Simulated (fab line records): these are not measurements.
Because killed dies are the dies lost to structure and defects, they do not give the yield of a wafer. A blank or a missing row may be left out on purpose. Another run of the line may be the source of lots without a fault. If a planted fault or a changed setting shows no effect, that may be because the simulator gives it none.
Chamber matching	flow sky130	SKY_LI_CONTACT_ETCH_14 on rie-diel-03 has 4 sister chambers
The step etches BARC in N2/H2, stops on SiO2, time 45.9 s, target depth 60 nm. 24 wafers are shown with their chamber, then 12 later ones without.

WAFERS, EACH WITH ITS CHAMBER
wafer	chamber	drypump-motor-current-A (A)	throttle-valve-pct (%)	oes-product-au (a.u.)
L075.3	3	6.3	13.247	0.852
L075.5	0	6.1	13.227	0.853
L075.6	1	6.0	13.230	0.850
L076.1	3	6.3	13.231	0.853
L076.4	0	6.1	13.223	0.857
L076.5	3	6.3	13.230	0.854
L080.3	3	6.4	13.226	0.854
L080.5	3	6.4	13.229	0.861
L080.6	0	6.2	13.217	0.854
L081.4	0	6.1	13.215	0.850
L081.5	0	6.1	13.231	0.853
L081.6	1	5.9	13.236	0.854
L082.3	1	5.9	13.219	0.857
L082.4	0	6.1	13.230	0.861
L082.5	2	6.5	13.224	0.859
L083.3	2	6.5	13.234	0.839
L083.5	3	6.3	13.223	0.853
L083.6	2	6.5	13.233	0.855
L084.1	1	5.9	13.217	0.855
L084.2	3	6.4	13.234	0.853
L084.4	0	6.2	13.234	0.856
L087.3	0	6.2	13.226	0.850
L087.4	1	5.9	13.231	0.848
L087.6	2	6.5	13.219	0.853

SIGNATURES (averages over the wafers above)
reading	chamber 0	chamber 1	chamber 2	chamber 3	scatter within a chamber
drypump-motor-current-A	6.138	5.920	6.500	6.343	0.0468
throttle-valve-pct	13.22537	13.22660	13.22750	13.23143	0.00741
oes-product-au	0.85425	0.85280	0.85150	0.85429	0.00465
Rule: a wafer's distance from a chamber is the root of the sum, over the readings, of the square of ((its reading less the chamber's mean) divided by the reading's scatter). The wafer belongs to the nearest chamber; if the next one is less than 2 further off, it can't be placed. The scatter is the square root of a quotient: the sum, over the shown wafers, of each reading's squared deviation from its chamber's mean, divided by wafers minus chambers.

WAFERS WITH NO CHAMBER GIVEN
wafer	drypump-motor-current-A (A)	throttle-valve-pct (%)	oes-product-au (a.u.)
L090.1	6.1	13.227	0.856
L090.2	6.3	13.228	0.856
L090.6	6.3	13.223	0.857
L091.1	6.1	13.217	0.856
L091.3	6.3	13.233	0.857
L091.4	6.5	13.235	0.860
L092.1	6.3	13.221	0.851
L092.4	5.9	13.216	0.855
L092.6	6.5	13.235	0.862
L093.1	5.9	13.241	0.845
L093.2	6.4	13.215	0.855
L093.4	6.4	13.213	0.852

CHAMBER TAKEN BY EACH
wafer	from the rows above	in truth
L090.1	0	0
L090.2	3	3
L090.6	can't be placed: 3 or 0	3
L091.1	0	0
L091.3	3	3
L091.4	can't be placed: 2 or 3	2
L092.1	can't be placed: 3 or 0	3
L092.4	1	1
L092.6	can't be placed: 2 or 3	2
L093.1	1	1
L093.2	can't be placed: 3 or 2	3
L093.4	can't be placed: 3 or 2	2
Correctly placed: 6 of 12. From these rows, 6 cannot be placed; in 6 the true chamber is one of the candidates. Number placed wrongly: 0.
